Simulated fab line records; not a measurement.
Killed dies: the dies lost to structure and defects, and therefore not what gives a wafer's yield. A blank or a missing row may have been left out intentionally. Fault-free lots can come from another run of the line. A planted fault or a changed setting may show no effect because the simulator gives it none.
Problem report in the 8D (eight disciplines) form, filled by code :: flow sky130 :: the parts of the form that need people (team, actions taken, sign-off) are left out

== 1. WHAT WENT WRONG ==
SKY_VIA2_ETCH_14, rf_fwd_power_W: mean 418.2 W over 1 wafer from 1 lot; wafers with no fault: 494.8 W, standard deviation 2. Relative to the usual mean, that is a shift of -38 standard deviations.
The step: etches BARC in N2/H2, stops on SiO2, time 45.9 s, target depth 60 nm.
The first sign was on wafer L560.2 at day 42 21:11, on rie_diel-01. The record has a number at this step for 15 wafers belonging to 5 lots. Rule for "out" (also "out of limits"): further than 4 standard deviations from the usual mean. Any other wafer with a number is counted as sound.

== 2. WHAT THIS IS AND IS NOT ==
question: which readings at this step
is: rf_fwd_power_W
is not: bias_w, drypump_motor_current_A, oes_product_au, throttle_valve_pct

question: which lots
is: L560
is not: L546, L549, L561, L562

question: which wafers of those lots
is: L560.2
is not: L560.3, L560.5

question: read on which tools
is: rie_diel-01
is not: rie_diel-02

question: when
is: from day 42 21:11
is not: up to then (8 sound wafers); but 6 sound wafers of L561, L562 came after

== 3. WHAT RULES OUT EACH SUSPECT ==
Counting: any tool at a process step up to the reading remains a suspect provided it ran every lot that is out. Sound lots after the first of them don't rule it out here, since some wafers of a struck lot are sound.
- cmp-01 at SKY_VIA2_CMP_02 (polishes SiO2): kept. The lot that is out, L560, ran on it at day 41 20:59; the last sound lot it ran before that was L549, at day 38 14:12.
- rie_diel-01 at SKY_VIA2_ETCH_14 (etches BARC in N2/H2, stops on SiO2, time 45.9 s, target depth 60 nm): kept. The lot that is out, L560, ran on it at day 42 21:11; the last sound lot it ran before that was L549, at day 39 15:43. Its own rf_fwd_power_W readings are out on those wafers.
- The sound lot-mates ran in chamber 1 of cmp-01 at SKY_VIA2_CMP_02, but the wafers that are out ran in chamber 2.
- In rie_diel-01 at SKY_VIA2_ETCH_14, the wafers that are out were processed in chamber 1 and their sound lot-mates in chambers 2, 3.
Remaining after the count are cmp-01 at SKY_VIA2_CMP_02 and rie_diel-01 at SKY_VIA2_ETCH_14.

== 4. THE CAUSE (what the simulator had put in) ==
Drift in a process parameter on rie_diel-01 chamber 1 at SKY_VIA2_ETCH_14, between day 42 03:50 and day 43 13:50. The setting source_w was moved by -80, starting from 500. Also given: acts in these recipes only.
After counting, 2 suspects remain, this tool included.

== 5. THE CHAIN OF EFFECTS, in route order ==
One row per reading whose mean, taken over the struck wafers that have a number, lies over 3 standard deviations from the usual. Readings are gone through only where the record gives a usual standard deviation; hours: the median, over the lots, of the time from a lot's start at the first step in this table giving one to that lot's start at this step; sigmas: the change measured in usual standard deviations.
hours: 0
step: SKY_VIA2_ETCH_14
reading: rf_fwd_power_W
usual: 494.8 W
on struck wafers: 418.2
change: -76.6
sigmas: -38
Process steps it contains:
- SKY_VIA2_ETCH_14: etches BARC in N2/H2, stops on SiO2, time 45.9 s, target depth 60 nm.

== 6. HOW IT WOULD HAVE BEEN CAUGHT EARLIER ==
In this record no reading fell out of limits until day 42 21:11, 17 hours after the fault had begun at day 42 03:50.
